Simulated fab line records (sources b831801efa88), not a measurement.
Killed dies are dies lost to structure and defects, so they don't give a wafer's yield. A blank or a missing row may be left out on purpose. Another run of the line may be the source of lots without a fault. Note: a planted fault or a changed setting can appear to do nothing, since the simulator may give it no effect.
Which tool did it? -- flow sky130 -- Sampling: 6 lots, 18 wafers, 3 of 708 route steps

## WHAT THE GAUGES READ, wafer by wafer
SKY_VIA2_THK_MEAS_01.
lot,measured,on,VIA2_HDPCVD_THK (nm)
L404,day 36 06:17,film-metro-04,1183 1176 1173
L407,day 37 11:52,film-metro-02,1180 1190 1186
L412,day 38 00:39,film-metro-04,1199 1191 1176
L417,day 40 04:11,film-metro-04,1193 1195 1175
L418,day 40 10:04,film-metro-02,938 947 953 937 947 954
L421,day 41 16:47,film-metro-02,1173 1160 1172

## EACH LOT AND THE TOOL THAT RAN IT (in order: tool; ch and the chambers of the sampled wafers; start)
lot,SKY_METAL2_DESCUM_17,SKY_VIA2_HDPCVD_00
L404,"rie-metal-03 ch 0,1, day 36 05:22","hdpcvd-02 ch 0,1,2, day 36 06:10"
L407,"rie-metal-02 ch 1, day 37 10:32","hdpcvd-02 ch 0,1, day 37 11:44"
L412,"rie-metal-03 ch 0,1, day 37 23:41","hdpcvd-02 ch 1,2, day 38 00:31"
L417,"rie-metal-04 ch 0,1, day 40 03:17","hdpcvd-02 ch 0,2, day 40 04:04"
L418,"rie-metal-04 ch 0,1, day 40 09:08","hdpcvd-02 ch 0,1,2, day 40 09:58"
L421,"rie-metal-02 ch 0,1, day 41 15:53","hdpcvd-01 ch 0,1,2, day 41 16:39"
- SKY_METAL2_DESCUM_17: chemistry O2, time 8 s.
- SKY_VIA2_HDPCVD_00: deposits SiO2, target thk 1180 nm, time 196.7 s.

## THE ANSWER, worked out from the rows above alone
Rule: what is usual is taken from the lots themselves. The widest of any qualifying gaps counts: lots, ordered by their means at a reading, are off when they make up no more than a third of the lots, leave a main group of 4 or more, and stand apart from it by 3 or more times the standard deviation of that group's means. Not used: any main group whose means are identical at the precision the tables above print for the reading. Also off: a lot with no number at a reading for which 4 or more lots have one. Where the step has rows for the other lots, those lots are counted as sound.
Off: L418, at SKY_VIA2_THK_MEAS_01 (VIA2_HDPCVD_THK). The main group: mean 1181 nm, standard deviation 7.7.
A tool fits if, at a process step before that reading, it ran every lot that is off, and no sound lot after the first of them. Gauges at SKY_VIA2_THK_MEAS_01: tried the same way as those tools. Can't be told from this: 2 tools fit, rie-metal-04 at SKY_METAL2_DESCUM_17, hdpcvd-02 at SKY_VIA2_HDPCVD_00.

## WHAT HAD BEEN PUT IN BY THE SIMULATOR
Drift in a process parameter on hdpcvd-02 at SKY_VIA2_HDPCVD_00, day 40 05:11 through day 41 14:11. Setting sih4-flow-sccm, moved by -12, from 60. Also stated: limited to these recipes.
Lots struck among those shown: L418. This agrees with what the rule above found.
